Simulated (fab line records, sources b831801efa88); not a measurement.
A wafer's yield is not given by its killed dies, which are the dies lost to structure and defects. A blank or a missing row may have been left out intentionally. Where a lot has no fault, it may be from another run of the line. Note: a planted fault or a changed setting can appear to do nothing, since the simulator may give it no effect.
Problem report, 8D (eight disciplines) form, completed by code :: flow gf180mcu :: the parts of the form that need people (team, actions taken, sign-off) are left out

1. PROBLEM STATEMENT
Across 6 wafers from 3 lots, NWELL_TW at GF_NWELL_TW_MEAS_11 averages 1856, while fault-free wafers read 1575 with a standard deviation of 7.9. That puts it +36 standard deviations away from the usual mean.
First observed at day 4 11:37: wafer L386.2, on film_metro-01. The record has a number at this step for 33 wafers belonging to 11 lots. The rule behind "out" and "out of limits": a value lying over 4 standard deviations away from the usual mean. The rest of the wafers with a number are treated as sound.

2. WHAT IT IS AND WHAT IT IS NOT
question: which readings at this step
is: NWELL_TW
is not: -

question: which lots
is: L386, L387, L390
is not: L381, L382, L384, L396, L397, L399, L403, L404

question: which wafers of those lots
is: L386.2, L386.5, L387.5, L387.6, L390.5, L390.6
is not: L386.3, L387.1, L390.1

question: read on which gauges
is: film_metro-01, film_metro-04
is not: film_metro-02

question: when
is: from day 4 11:37
is not: up to then (10 sound wafers); but 17 sound wafers of L387, L390, L396, L397, L399, L403, L404 came after

3. WHAT RULES OUT EACH SUSPECT
Counting: any tool at a process step up to the reading remains a suspect provided it ran every lot that is out. Sound lots after the first of them don't rule it out here, since some wafers of a struck lot are sound.
- the gauge at GF_NWELL_TW_MEAS_11: ruled out. The wafers that are out were read on 2 gauges (film_metro-01, film_metro-04).
- litho_track-02 at GF_DNWELL_COAT_02 (resist thk 3000 nm): kept. It processed each lot that is out (first: L386, day 3 14:43); up to then, its last sound lot is L384 (day 3 03:15).
After counting, what remains is litho_track-02 at GF_DNWELL_COAT_02.

4. THE CAUSE (what the simulator had put in)
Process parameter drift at GF_DNWELL_COAT_02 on litho_track-02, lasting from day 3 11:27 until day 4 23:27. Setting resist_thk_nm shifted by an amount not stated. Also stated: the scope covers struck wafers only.
Counting left only this tool.

5. THE EFFECT CHAIN, in route order
Each row: a reading whose mean over the struck wafers that have a number lies more than 3 standard deviations from the usual. Only readings whose record carries a usual standard deviation are examined. hours: median over the lots of the time between each lot's start at the first step of this table that gives one and its start at this step. sigmas: the change, counted in usual standard deviations.
hours: 0
step: GF_DNWELL_STRIP_08
reading: strip_time_to_endpoint_s
usual: 36.96 s
on struck wafers: 20.80
change: -16.16
sigmas: -99 or more

hours: 14
step: GF_NWELL_TW_MEAS_11
reading: NWELL_TW
usual: 1575
on struck wafers: 1856
change: +281
sigmas: +36

hours: 29
step: GF_LVPWELL_TW_MEAS_11
reading: LVPWELL_TW
usual: 561
on struck wafers: 1400
change: +839
sigmas: +99 or more

hours: 44
step: GF_MVSD_TW_MEAS_11
reading: MVSD_TW
usual: 1582
on struck wafers: 1856
change: +274
sigmas: +29
It contains these process steps:
- GF_DNWELL_STRIP_08: strips in O2/N2.
At these later measuring or inspecting steps, every struck wafer for which the step has a row has a number for every such reading, and none has moved that far: GF_HV_LDD_TW_MEAS_23, GF_V1_THK_MEAS_25.

6. HOW IT WOULD HAVE BEEN CAUGHT EARLIER
The first out-of-limits reading at a measuring or inspecting step in this record came at day 4 11:37, 24 hours after the fault's start at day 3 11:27.
By day 4 11:37 the whole set of lots that are out, 3 in number, had already begun GF_DNWELL_COAT_02 on litho_track-02. Tool hold at that time: it would have spared none of them.
